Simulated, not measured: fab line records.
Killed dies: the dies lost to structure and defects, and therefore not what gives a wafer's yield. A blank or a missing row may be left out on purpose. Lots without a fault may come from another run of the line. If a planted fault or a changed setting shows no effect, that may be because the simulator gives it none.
The same fault as seen by 2 desks + flow sky130 + each desk holds nothing but its own numbers, with what lay behind them at the end

THE METROLOGY DESK
Lot by lot, what the gauges showed, no matter which tool ran the lot: averages of those sampled wafers that carry a number. The brackets show how far a lot's mean lies from the usual mean; more than 4 standard deviations puts the lot out of limits, marked OUT.
Columns: A = cd-nm at SKY_FIELD_ISO_CD_MEAS_13, usual 150.4 nm
| lot  | first seen here | A                |
|------|-----------------|------------------|
| L261 | day 2 04:59     | 150.1            |
| L262 | day 2 09:53     | 150.1            |
| L263 | day 2 14:52     | 152.1            |
| L264 | day 2 22:58     | 149.4            |
| L265 | day 3 02:12     | 150.1            |
| L267 | day 3 11:37     | 151.1            |
| L268 | day 3 16:58     | 151.7            |
| L269 | day 3 22:10     | 149.3            |
| L270 | day 4 03:30     | 149.8            |
| L271 | day 4 08:17     | 149.6            |
| L272 | day 4 13:40     | 149.7            |
| L280 | day 6 07:54     | 138.2 (-9.4) OUT |
| L281 | day 6 12:25     | 139.6 (-8.3) OUT |
| L282 | day 6 19:07     | 136.9 (-10) OUT  |
| L284 | day 7 06:48     | 151.1            |
Finding of this desk: L280, L281, L282 out of limits; the first was L280 at day 6 07:54, on cd-nm at SKY_FIELD_ISO_CD_MEAS_13. L261, L262, L263, L264, L265, L267, L268, L269, L270, L271, L272, L284 stayed within limits.

DESK OF THE TOOL OWNER: krf-scanner-02
The tool's own readings at SKY_FIELD_ISO_EXPOSE_10 (exposes mask FOM, target cd 150 nm): means of the sampled wafers that have a number, for each lot that ran on this tool. The brackets show how far a lot's mean lies from the usual mean; more than 4 standard deviations puts the lot out of limits, marked OUT.
Columns: A = exposure-dose-mJ-cm2 at SKY_FIELD_ISO_EXPOSE_10, usual 27.988
| lot  | first seen here | A      |
|------|-----------------|--------|
| L261 | day 1 22:00     | 27.998 |
| L263 | day 2 07:28     | 28.003 |
| L264 | day 2 15:19     | 28.020 |
| L268 | day 3 09:19     | 27.955 |
| L269 | day 3 14:11     | 27.979 |
| L270 | day 3 19:43     | 27.953 |
| L272 | day 4 04:56     | 28.000 |
| L280 | day 5 22:33     | 27.957 |
| L281 | day 6 04:02     | 27.927 |
| L282 | day 6 10:26     | 27.984 |
Finding of this desk: none of the 10 lots has anything out of limits.

PUT TOGETHER
The metrology desk could have raised an alarm at day 6 07:54, on L280, L281, L282.
The tool owner's desk saw nothing out of limits.
On record at the tool owner's desk: L280, L281, L282, within its limits.
All the named lots went through SKY_FIELD_ISO_EXPOSE_10 on krf-scanner-02.

WHAT HAD BEEN PUT IN BY THE SIMULATOR
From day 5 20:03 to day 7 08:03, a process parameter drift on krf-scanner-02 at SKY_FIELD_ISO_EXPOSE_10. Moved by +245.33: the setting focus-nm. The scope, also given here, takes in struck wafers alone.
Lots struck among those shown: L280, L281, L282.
Time in hours between the start of the fault and the first out-of-limits reading at each desk: metrology desk, 12.
